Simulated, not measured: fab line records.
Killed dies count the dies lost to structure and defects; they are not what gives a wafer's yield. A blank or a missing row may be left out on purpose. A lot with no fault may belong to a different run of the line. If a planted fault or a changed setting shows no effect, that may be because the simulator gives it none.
fab line records	flow gf180mcu	part 1 of 2: steps 1 to 26 of 34
record: lots: 5	wafers: 15	last-day: 34
route steps=602 shown HV_LDD@201
lots with no fault: from the same line, run without faults
start-h: hours from the record's opening day to when the first of the lot's shown wafers began	wait-h: hours elapsed since this lot's preceding step	" same as the row above	L1.1+2: a row that stands for several wafers	- value missing, or start not given	* or withheld: withheld	< > ~ a bound
route shown NAME@n: a module of which the file shows steps, and the number in the route of the first	usual: mean and standard deviation over wafers with no fault	same: alike in all rows	chamber/n: place in a boat	sites: readings site by site	_std_site: standard deviation of those values	_edge_site: mean of outer sites minus mean of inner sites	radius-mm: for every site, how far away it sits from the centre of the wafer	mask NAME#n: copy n	behind: the most recent tool/chamber to have shaped the wafer	hold: why the lot went on hold/how many hours it stayed there/how the hold came to an end	device: transistor that didn't switch, given as n, p or np	end of line: tests of these same wafers at the route's end	a step given without rows: its recipe and nothing more	killed: dies that structure and defects cost at the first sort, which is not the same as the wafer's yield	map: dies across one wafer; x = killed, . = not, _ = none there
set.NAME: the setting that was run; set.NAME@STEP: the one run at that earlier step	model.NAME: the simulator's own value behind a step, which no gauge read
certain route steps with their lots: each step a table, each wafer a row
services: when a tool's chamber went out of use (start-h, in hours from the record's first day, below 0 if earlier), for how many hours, and the reason
== steps ==
step: GF_HV_LDD_HMDS_25
recipe: prime-time-s: 60	prime-temp-c: 120
usual: chill-plate-temp-C: 23.02/0.11	prime-temp-c: 119.96/0.13
lot.wafer	tool	chamber	start-h	wait-h	chill-plate-temp-C	prime-temp-c
L078.1	litho-track-04	0	275.12	0.1	22.94	120.10
L078.3	"	0	"	"	23.03	119.76
L078.5	"	0	"	"	23.08	119.87
L083.2	litho-track-02	0	309.81	0.1	23.06	120.24
L083.4	"	0	"	"	22.97	120.01
L083.6	"	0	"	"	22.89	120.06
L092.1	litho-track-03	0	390.06	0.1	23.02	119.94
L092.3	"	0	"	"	22.95	120.16
L092.5	"	0	"	"	22.95	119.91
L096.3	litho-track-04	0	411.27	0.1	22.92	119.89
L096.4	"	0	"	"	23.19	119.98
L096.6	"	0	"	"	23.10	119.99
L097.3	litho-track-03	0	420.71	0.1	23.10	119.66
L097.4	"	0	"	"	23.19	119.96
L097.5	"	0	"	"	22.90	119.86
step: GF_HV_LDD_COAT_26
recipe: resist: NOVOLAK	spin-rpm: 3000	resist-thk-nm: 1000
usual: chill-plate-temp-C: 22.99/0.1	dispense-pressure-kPa: 50.4/2.3
lot.wafer	tool	chamber	start-h	wait-h	chill-plate-temp-C	dispense-pressure-kPa
L078.1	litho-track-04	0	275.27	0.1	23.11	47.6
L078.3	"	0	"	"	23.03	47.6
L078.5	"	0	"	"	23.01	47.6
L083.2	litho-track-02	0	309.96	0.1	22.93	53.2
L083.4	"	0	"	"	22.85	53.2
L083.6	"	0	"	"	23.03	53.2
L092.1	litho-track-03	0	390.21	0.1	22.83	49.7
L092.3	"	0	"	"	22.93	49.7
L092.5	"	0	"	"	22.95	49.7
L096.3	litho-track-04	0	411.42	0.1	22.96	47.6
L096.4	"	0	"	"	23.09	47.6
L096.6	"	0	"	"	23.06	47.5
L097.3	litho-track-03	0	420.86	0.1	23.08	49.8
L097.4	"	0	"	"	23.02	49.7
L097.5	"	0	"	"	23.17	49.7
step: GF_HV_LDD_SOFTBAKE_27
recipe: temp-c: 90	time-s: 60	resist: NOVOLAK
usual: chill-plate-temp-C: 23.02/0.097
lot.wafer	tool	chamber	start-h	wait-h	chill-plate-temp-C
L078.1	litho-track-04	0	275.42	0.1	23.00
L078.3	"	0	"	"	22.98
L078.5	"	0	"	"	23.16
L083.2	litho-track-02	0	310.11	0.1	22.98
L083.4	"	0	"	"	23.12
L083.6	"	0	"	"	23.14
L092.1	litho-track-03	0	390.36	0.1	22.96
L092.3	"	0	"	"	22.94
L092.5	"	0	"	"	22.80
L096.3	litho-track-04	0	411.57	0.1	22.93
L096.4	"	0	"	"	22.98
L096.6	"	0	"	"	23.17
L097.3	litho-track-03	0	421.01	0.1	22.96
L097.4	"	0	"	"	23.04
L097.5	"	0	"	"	22.93
step: GF_HV_LDD_EXPOSE_28
recipe: mask-id: Nplus_HV_AREA	target-cd-nm: 400	na: 0.6	source-shape: conventional	sigma-outer: 0.6	dose-mj: 143.3
usual: reticle-temp-C: 23.00/0.11
lot.wafer	tool	chamber	start-h	wait-h	mask	reticle-temp-C
L078.1	iline-stepper-01	0	-	-	Nplus_HV_AREA#0	22.95
L078.3	"	0	"	"	Nplus_HV_AREA#0	22.84
L078.5	"	0	"	"	Nplus_HV_AREA#0	22.80
L083.2	iline-stepper-02	0	-	-	Nplus_HV_AREA#0	23.18
L083.4	"	0	"	"	Nplus_HV_AREA#0	22.96
L083.6	"	0	"	"	Nplus_HV_AREA#0	23.03
L092.1	iline-stepper-02	0	-	-	Nplus_HV_AREA#0	23.10
L092.3	"	0	"	"	Nplus_HV_AREA#0	23.14
L092.5	"	0	"	"	Nplus_HV_AREA#0	23.09
L096.3	iline-stepper-01	0	-	-	Nplus_HV_AREA#0	22.87
L096.4	"	0	"	"	Nplus_HV_AREA#0	22.87
L096.6	"	0	"	"	Nplus_HV_AREA#0	22.77
L097.3	iline-stepper-02	0	-	-	Nplus_HV_AREA#0	23.08
L097.4	"	0	"	"	Nplus_HV_AREA#0	23.19
L097.5	"	0	"	"	Nplus_HV_AREA#0	23.09
step: GF_HV_LDD_PEB_29
recipe: temp-c: withheld	time-s: *	resist: NOVOLAK
usual: chill-plate-temp-C: *
lot.wafer	tool	chamber	start-h	wait-h	chill-plate-temp-C
L078.1	litho-track-02	0	-	-	*
L078.3	"	0	"	"	*
L078.5	"	0	"	"	*
L083.2	litho-track-03	0	-	-	*
L083.4	"	0	"	"	*
L083.6	"	0	"	"	*
L092.1	litho-track-02	0	-	-	*
L092.3	"	0	"	"	*
L092.5	"	0	"	"	*
L096.3	litho-track-02	0	-	-	*
L096.4	"	0	"	"	*
L096.6	"	0	"	"	*
L097.3	litho-track-04	0	-	-	*
L097.4	"	0	"	"	*
L097.5	"	0	"	"	*
step: GF_HV_LDD_DEVELOP_30
recipe: develop-time-s: 60	dev-temp-c: 23
usual: chill-plate-temp-C: 22.99/0.1	developer-temp-C: 23.00/0.091
lot.wafer	tool	chamber	start-h	wait-h	chill-plate-temp-C	developer-temp-C
L078.1	litho-track-02	0	284.68	0.1	22.84	23.21
L078.3	"	0	"	"	22.80	22.91
L078.5	"	0	"	"	22.85	22.83
L083.2	litho-track-03	0	320.39	0.1	22.91	22.99
L083.4	"	0	"	"	22.94	23.02
L083.6	"	0	"	"	22.95	22.70
L092.1	litho-track-02	0	401.78	0.1	23.11	23.02
L092.3	"	0	"	"	22.98	22.96
L092.5	"	0	"	"	23.01	23.10
L096.3	litho-track-02	0	423.63	0.1	22.89	22.99
L096.4	"	0	"	"	22.96	23.02
L096.6	"	0	"	"	23.06	23.01
L097.3	litho-track-04	0	432.77	0.1	23.09	22.90
L097.4	"	0	"	"	23.25	23.06
L097.5	"	0	"	"	23.10	22.92
step: GF_HV_LDD_CD_MEAS_31
recipe: target-cd-nm: 400
usual: cd-nm: 405.9/1.8
lot.wafer	tool	chamber	start-h	wait-h	cd-nm
L078.1	cd-sem-01	-	284.83	0.1	407.2
L078.3	"	-	"	"	408.5
L078.5	"	-	"	"	406.0
L083.2	cd-sem-01	-	320.54	0.1	407.3
L083.4	"	-	"	"	404.6
L083.6	"	-	"	"	405.5
L092.1	cd-sem-02	-	401.93	0.1	404.0
L092.3	"	-	"	"	404.9
L092.5	"	-	"	"	403.5
L096.3	cd-sem-02	-	423.77	0.1	401.5
L096.4	"	-	"	"	404.0
L096.6	"	-	"	"	406.0
L097.3	cd-sem-02	-	432.91	0.1	405.8
L097.4	"	-	"	"	407.7
L097.5	"	-	"	"	407.0
step: GF_HV_LDD_OVL_MEAS_32
usual: HV_LDD_02_OVL: -0.3/1.4
lot.wafer	tool	chamber	start-h	wait-h	HV_LDD_02_OVL[nm]
L078.1	overlay-01	-	284.95	0.1	1.3
L078.3	"	-	"	"	0.0
L078.5	"	-	"	"	1.0
L083.2	overlay-02	-	320.64	0.1	-2.9
L083.4	"	-	"	"	-2.2
L083.6	"	-	"	"	-3.4
L092.1	overlay-01	-	402.05	0.1	1.6
L092.3	"	-	"	"	0.8
L092.5	"	-	"	"	1.5
L096.3	overlay-01	-	423.86	0.1	-1.0
L096.4	"	-	"	"	-0.3
L096.6	"	-	"	"	-2.0
L097.3	overlay-01	-	433.00	0.1	1.7
L097.4	"	-	"	"	0.5
L097.5	"	-	"	"	0.3
step: GF_HV_LDD_IMPLANT_33
recipe: species: P	energy-kev: 60	dose-cm2: 7.5e+12	tilt-deg: 30	rotation-deg: 0
lot.wafer	tool	chamber	start-h	wait-h
L078.1+3+5	implanter-03	0	284.99	0.0
L083.2+4+6	implanter-01	0	320.70	0.0
L092.1+3+5	implanter-04	0	402.09	0.0
L096.3+4+6	implanter-03	0	423.94	0.1
L097.3+4+5	implanter-03	0	433.08	0.1
step: GF_HV_LDD_IMPLANT_34
recipe: species: P	energy-kev: 60	dose-cm2: 7.5e+12	tilt-deg: 30	rotation-deg: 90
lot.wafer	tool	chamber	start-h	wait-h
L078.1+3+5	implanter-03	0	285.14	0.1
L083.2+4+6	implanter-01	0	320.85	0.1
L092.1+3+5	implanter-04	0	402.24	0.1
L096.3+4+6	implanter-03	0	424.09	0.1
L097.3+4+5	implanter-03	0	433.23	0.1
step: GF_HV_LDD_IMPLANT_35
recipe: species: P	energy-kev: 60	dose-cm2: 7.5e+12	tilt-deg: 30	rotation-deg: 180
lot.wafer	tool	chamber	start-h	wait-h
L078.1+3+5	implanter-03	0	285.29	0.1
L083.2+4+6	implanter-01	0	321.00	0.1
L092.1+3+5	implanter-04	0	402.39	0.1
L096.3+4+6	implanter-03	0	424.24	0.1
L097.3+4+5	implanter-03	0	433.38	0.1
step: GF_HV_LDD_IMPLANT_36
recipe: species: P	energy-kev: 60	dose-cm2: 7.5e+12	tilt-deg: 30	rotation-deg: 270
lot.wafer	tool	chamber	start-h	wait-h
L078.1+3+5	implanter-03	0	285.44	0.1
L083.2+4+6	implanter-01	0	321.15	0.1
L092.1+3+5	implanter-04	0	402.54	0.1
L096.3+4+6	implanter-03	0	424.39	0.1
L097.3+4+5	implanter-03	0	433.53	0.1
step: GF_HV_LDD_STRIP_37
recipe: chemistry: O2/N2	power-w: 1400	pressure-mtorr: 1500	platen-temp-c: 250	o2-flow-sccm: 3000	n2-flow-sccm: 300	overash-fraction: 0.5
usual: drypump-motor-current-A: 5.6/0.38	heater-power-w: 324/20	oes-product-au: 0.716/0.0045	strip-time-to-endpoint-s: 12.64/0.036
lot.wafer	tool	chamber	start-h	wait-h	drypump-motor-current-A	heater-power-w	oes-product-au	rf-hours-counter-h	strip-time-to-endpoint-s
L078.1	plasma-asher-02	1	285.59	0.1	6.2	305	0.711	67	12.67
L078.3	"	1	"	"	6.1	289	0.713	-	12.72
L078.5	"	0	"	"	5.6	356	0.715	-	12.62
L083.2	plasma-asher-04	1	321.27	0.1	5.8	325	0.716	21	12.67
L083.4	"	0	"	"	5.5	338	0.717	-	12.70
L083.6	"	0	"	"	5.5	346	0.708	-	12.68
L092.1	plasma-asher-01	0	402.69	0.1	5.4	289	0.714	65	12.63
L092.3	"	0	"	"	5.4	293	0.718	-	12.59
L092.5	"	1	"	"	4.8	320	0.708	-	12.65
L096.3	plasma-asher-04	0	424.52	0.1	5.5	335	0.718	-	12.59
L096.4	"	1	"	"	5.8	330	0.709	-	12.61
L096.6	"	1	"	"	5.8	324	0.720	-	12.64
L097.3	plasma-asher-01	1	433.66	0.1	4.8	317	0.718	-	12.61
L097.4	"	0	"	"	5.4	299	0.711	-	12.53
L097.5	"	0	"	"	5.4	297	0.727	-	12.60
step: GF_HV_LDD_TW_MEAS_38
usual: HV_LDD_3_TW: 1438/6
lot.wafer	tool	chamber	start-h	wait-h	HV_LDD_3_TW
L078.1	film-metro-03	-	285.69	0.1	1441
L078.3	"	-	"	"	1439
L078.5	"	-	"	"	1443
L083.2	film-metro-04	-	321.38	0.1	1440
L083.4	"	-	"	"	1444
L083.6	"	-	"	"	1433
L092.1	film-metro-02	-	402.79	0.1	1448
L092.3	"	-	"	"	1438
L092.5	"	-	"	"	1444
L096.3	film-metro-02	-	424.61	0.1	1442
L096.4	"	-	"	"	1438
L096.6	"	-	"	"	1438
L097.3	film-metro-02	-	433.75	0.1	1438
L097.4	"	-	"	"	1445
L097.5	"	-	"	"	1436
step: GF_HV_LDD_DEHYDRATE_39
recipe: temp-c: 200	time-s: 60
usual: chill-plate-temp-C: 22.99/0.11
lot.wafer	tool	chamber	start-h	wait-h	chill-plate-temp-C
L078.1	litho-track-02	0	295.23	9.5	23.07
L078.3	"	0	"	"	22.87
L078.5	"	0	"	"	22.99
L083.2	litho-track-03	0	330.54	9.1	22.75
L083.4	"	0	"	"	22.63
L083.6	"	0	"	"	22.80
L092.1	litho-track-02	0	414.08	11.3	22.78
L092.3	"	0	"	"	22.99
L092.5	"	0	"	"	23.00
L096.3	litho-track-03	0	436.16	11.5	23.04
L096.4	"	0	"	"	23.19
L096.6	"	0	"	"	23.01
L097.3	litho-track-02	0	445.63	11.9	22.97
L097.4	"	0	"	"	22.91
L097.5	"	0	"	"	22.85
step: GF_HV_LDD_HMDS_40
recipe: prime-time-s: 60	prime-temp-c: 120
usual: chill-plate-temp-C: 23.02/0.11	prime-temp-c: 120.03/0.17
lot.wafer	tool	chamber	start-h	wait-h	chill-plate-temp-C	prime-temp-c
L078.1	litho-track-02	0	295.38	0.1	23.28	120.09
L078.3	"	0	"	"	23.16	120.16
L078.5	"	0	"	"	23.20	120.02
L083.2	litho-track-03	0	330.69	0.1	22.98	119.83
L083.4	"	0	"	"	23.04	119.94
L083.6	"	0	"	"	22.98	119.65
L092.1	litho-track-02	0	414.23	0.1	22.93	119.93
L092.3	"	0	"	"	22.93	120.17
L092.5	"	0	"	"	22.94	119.96
L096.3	litho-track-03	0	436.31	0.1	23.06	120.04
L096.4	"	0	"	"	23.06	119.99
L096.6	"	0	"	"	22.91	120.16
L097.3	litho-track-02	0	445.78	0.1	22.95	119.94
L097.4	"	0	"	"	22.94	119.92
L097.5	"	0	"	"	23.07	120.02
step: GF_HV_LDD_COAT_41
recipe: resist: NOVOLAK	spin-rpm: 3000	resist-thk-nm: 1000
usual: chill-plate-temp-C: 23.03/0.12	dispense-pressure-kPa: 50.4/2.3
lot.wafer	tool	chamber	start-h	wait-h	chill-plate-temp-C	dispense-pressure-kPa
L078.1	litho-track-02	0	295.53	0.1	23.17	53.2
L078.3	"	0	"	"	23.03	53.1
L078.5	"	0	"	"	23.21	53.2
L083.2	litho-track-03	0	330.84	0.1	22.74	49.7
L083.4	"	0	"	"	22.86	49.7
L083.6	"	0	"	"	22.68	49.7
L092.1	litho-track-02	0	414.38	0.1	23.14	53.1
L092.3	"	0	"	"	23.10	53.1
L092.5	"	0	"	"	23.14	53.1
L096.3	litho-track-03	0	436.46	0.1	23.22	49.7
L096.4	"	0	"	"	23.26	49.8
L096.6	"	0	"	"	23.18	49.8
L097.3	litho-track-02	0	445.93	0.1	23.12	53.1
L097.4	"	0	"	"	23.08	53.1
L097.5	"	0	"	"	22.92	53.1
step: GF_HV_LDD_SOFTBAKE_42
recipe: temp-c: 90	time-s: 60	resist: NOVOLAK
usual: chill-plate-temp-C: 23.00/0.11
lot.wafer	tool	chamber	start-h	wait-h	chill-plate-temp-C
L078.1	litho-track-02	0	295.68	0.1	23.03
L078.3	"	0	"	"	22.83
L078.5	"	0	"	"	22.92
L083.2	litho-track-03	0	330.99	0.1	23.05
L083.4	"	0	"	"	22.99
L083.6	"	0	"	"	22.94
L092.1	litho-track-02	0	414.53	0.1	22.96
L092.3	"	0	"	"	22.94
L092.5	"	0	"	"	22.97
L096.3	litho-track-03	0	436.61	0.1	22.95
L096.4	"	0	"	"	23.01
L096.6	"	0	"	"	23.00
L097.3	litho-track-02	0	446.08	0.1	22.92
L097.4	"	0	"	"	22.88
L097.5	"	0	"	"	22.83
step: GF_HV_LDD_EXPOSE_43
recipe: mask-id: Pplus_HV_AREA	target-cd-nm: 400	na: 0.6	source-shape: conventional	sigma-outer: 0.6	dose-mj: 140
usual: reticle-temp-C: 23.01/0.1
lot.wafer	tool	chamber	start-h	wait-h	mask	reticle-temp-C
L078.1	iline-stepper-01	0	-	-	Pplus_HV_AREA#0	22.99
L078.3	"	0	"	"	Pplus_HV_AREA#0	23.13
L078.5	"	0	"	"	Pplus_HV_AREA#0	23.10
L083.2	iline-stepper-01	0	-	-	Pplus_HV_AREA#0	23.08
L083.4	"	0	"	"	Pplus_HV_AREA#0	23.00
L083.6	"	0	"	"	Pplus_HV_AREA#0	22.93
L092.1	iline-stepper-02	0	-	-	Pplus_HV_AREA#0	22.97
L092.3	"	0	"	"	Pplus_HV_AREA#0	22.96
L092.5	"	0	"	"	Pplus_HV_AREA#0	22.98
L096.3	iline-stepper-02	0	-	-	Pplus_HV_AREA#0	22.84
L096.4	"	0	"	"	Pplus_HV_AREA#0	22.95
L096.6	"	0	"	"	Pplus_HV_AREA#0	23.02
L097.3	iline-stepper-01	0	-	-	Pplus_HV_AREA#0	22.87
L097.4	"	0	"	"	Pplus_HV_AREA#0	22.91
L097.5	"	0	"	"	Pplus_HV_AREA#0	22.79
step: GF_HV_LDD_PEB_44
recipe: temp-c: withheld	time-s: *	resist: NOVOLAK
usual: chill-plate-temp-C: *
lot.wafer	tool	chamber	start-h	wait-h	chill-plate-temp-C
L078.1	litho-track-04	0	-	-	*
L078.3	"	0	"	"	*
L078.5	"	0	"	"	*
L083.2	litho-track-04	0	-	-	*
L083.4	"	0	"	"	*
L083.6	"	0	"	"	*
L092.1	litho-track-03	0	-	-	*
L092.3	"	0	"	"	*
L092.5	"	0	"	"	*
L096.3	litho-track-03	0	-	-	*
L096.4	"	0	"	"	*
L096.6	"	0	"	"	*
L097.3	litho-track-03	0	-	-	*
L097.4	"	0	"	"	*
L097.5	"	0	"	"	*
step: GF_HV_LDD_DEVELOP_45
recipe: develop-time-s: 60	dev-temp-c: 23.68
usual: chill-plate-temp-C: 23.00/0.11	developer-temp-C: 23.69/0.12
lot.wafer	tool	chamber	start-h	wait-h	chill-plate-temp-C	developer-temp-C
L078.1	litho-track-04	0	305.67	0.1	23.08	23.77
L078.3	"	0	"	"	23.13	23.67
L078.5	"	0	"	"	23.10	23.59
L083.2	litho-track-04	0	341.85	0.1	23.09	23.68
L083.4	"	0	"	"	23.05	23.62
L083.6	"	0	"	"	22.99	23.86
L092.1	litho-track-03	0	426.26	0.1	22.98	23.55
L092.3	"	0	"	"	22.96	23.50
L092.5	"	0	"	"	23.02	23.64
L096.3	litho-track-03	0	449.41	0.1	22.94	23.90
L096.4	"	0	"	"	22.98	23.93
L096.6	"	0	"	"	22.88	23.73
L097.3	litho-track-03	0	458.36	0.1	22.91	23.84
L097.4	"	0	"	"	23.12	23.77
L097.5	"	0	"	"	23.18	23.80
step: GF_HV_LDD_CD_MEAS_46
recipe: target-cd-nm: 400
usual: cd-nm: 397.8/2.8
lot.wafer	tool	chamber	start-h	wait-h	cd-nm
L078.1	cd-sem-02	-	305.82	0.1	398.3
L078.3	"	-	"	"	398.0
L078.5	"	-	"	"	398.1
L083.2	cd-sem-02	-	341.99	0.1	401.3
L083.4	"	-	"	"	399.6
L083.6	"	-	"	"	400.6
L092.1	cd-sem-02	-	426.41	0.1	395.7
L092.3	"	-	"	"	394.9
L092.5	"	-	"	"	397.7
L096.3	cd-sem-01	-	449.55	0.1	400.0
L096.4	"	-	"	"	402.2
L096.6	"	-	"	"	400.6
L097.3	cd-sem-02	-	458.50	0.1	397.5
L097.4	"	-	"	"	398.9
L097.5	"	-	"	"	396.9
step: GF_HV_LDD_OVL_MEAS_47
usual: HV_LDD_03_OVL: 0.7/1.4
lot.wafer	tool	chamber	start-h	wait-h	HV_LDD_03_OVL[nm]
L078.1	overlay-02	-	305.94	0.1	2.8
L078.3	"	-	"	"	1.4
L078.5	"	-	"	"	0.4
L083.2	overlay-01	-	342.10	0.1	0.7
L083.4	"	-	"	"	-0.4
L083.6	"	-	"	"	0.0
L092.1	overlay-02	-	426.53	0.1	2.4
L092.3	"	-	"	"	2.0
L092.5	"	-	"	"	0.1
L096.3	overlay-01	-	449.65	0.1	-0.2
L096.4	"	-	"	"	-0.5
L096.6	"	-	"	"	0.5
L097.3	overlay-01	-	458.59	0.1	-1.3
L097.4	"	-	"	"	-3.5
L097.5	"	-	"	"	-1.2
step: GF_HV_LDD_IMPLANT_48
recipe: species: B	energy-kev: 25	dose-cm2: 3e+13	tilt-deg: 7
lot.wafer	tool	chamber	start-h	wait-h
L078.1+3+5	implanter-03	0	305.98	0.0
L083.2+4+6	implanter-04	0	342.15	0.0
L092.1+3+5	implanter-01	0	426.57	0.0
L096.3+4+6	implanter-04	0	449.72	0.1
L097.3+4+5	implanter-03	0	458.67	0.1
step: GF_HV_LDD_STRIP_49
recipe: chemistry: O2/N2	power-w: 1400	pressure-mtorr: 1500	platen-temp-c: 250	o2-flow-sccm: 3000	n2-flow-sccm: 300	overash-fraction: 0.5
usual: drypump-motor-current-A: 5.4/0.42	heater-power-w: 320/20	oes-product-au: 0.716/0.0046	strip-time-to-endpoint-s: 12.64/0.036
lot.wafer	tool	chamber	start-h	wait-h	drypump-motor-current-A	heater-power-w	oes-product-au	rf-hours-counter-h	strip-time-to-endpoint-s
L078.1	plasma-asher-01	1	306.13	0.1	4.8	318	0.713	54	12.65
L078.3	"	1	"	"	4.8	316	0.711	-	12.67
L078.5	"	1	"	"	4.8	322	0.715	-	12.65
L083.2	plasma-asher-04	0	342.28	0.1	5.5	341	0.717	23	12.60
L083.4	"	1	"	"	5.8	323	0.723	-	12.63
L083.6	"	0	"	"	5.5	340	0.713	-	12.64
L092.1	plasma-asher-01	1	426.72	0.1	4.8	319	0.723	68	12.64
L092.3	"	1	"	"	4.8	321	0.715	-	12.60
L092.5	"	1	"	"	4.8	321	0.713	-	12.60
L096.3	plasma-asher-04	1	449.85	0.1	5.8	322	0.724	-	12.64
L096.4	"	0	"	"	5.5	342	0.716	-	12.68
L096.6	"	0	"	"	5.5	335	0.714	-	12.68
L097.3	plasma-asher-04	0	458.80	0.1	5.5	336	0.722	-	12.65
L097.4	"	1	"	"	5.8	334	0.712	-	12.60
L097.5	"	1	"	"	5.8	326	0.720	-	12.66
step: GF_HV_LDD_TW_MEAS_50
usual: HV_LDD_4_TW: 570.1/2.4
lot.wafer	tool	chamber	start-h	wait-h	HV_LDD_4_TW
L078.1	film-metro-04	-	306.23	0.1	567.5
L078.3	"	-	"	"	567.0
L078.5	"	-	"	"	563.7
L083.2	film-metro-04	-	342.39	0.1	570.4
L083.4	"	-	"	"	567.4
L083.6	"	-	"	"	572.9
L092.1	film-metro-04	-	426.82	0.1	569.0
L092.3	"	-	"	"	572.4
L092.5	"	-	"	"	570.8
L096.3	film-metro-02	-	449.94	0.1	569.3
L096.4	"	-	"	"	569.7
L096.6	"	-	"	"	570.8
L097.3	film-metro-02	-	458.89	0.1	568.3
L097.4	"	-	"	"	567.3
L097.5	"	-	"	"	572.5
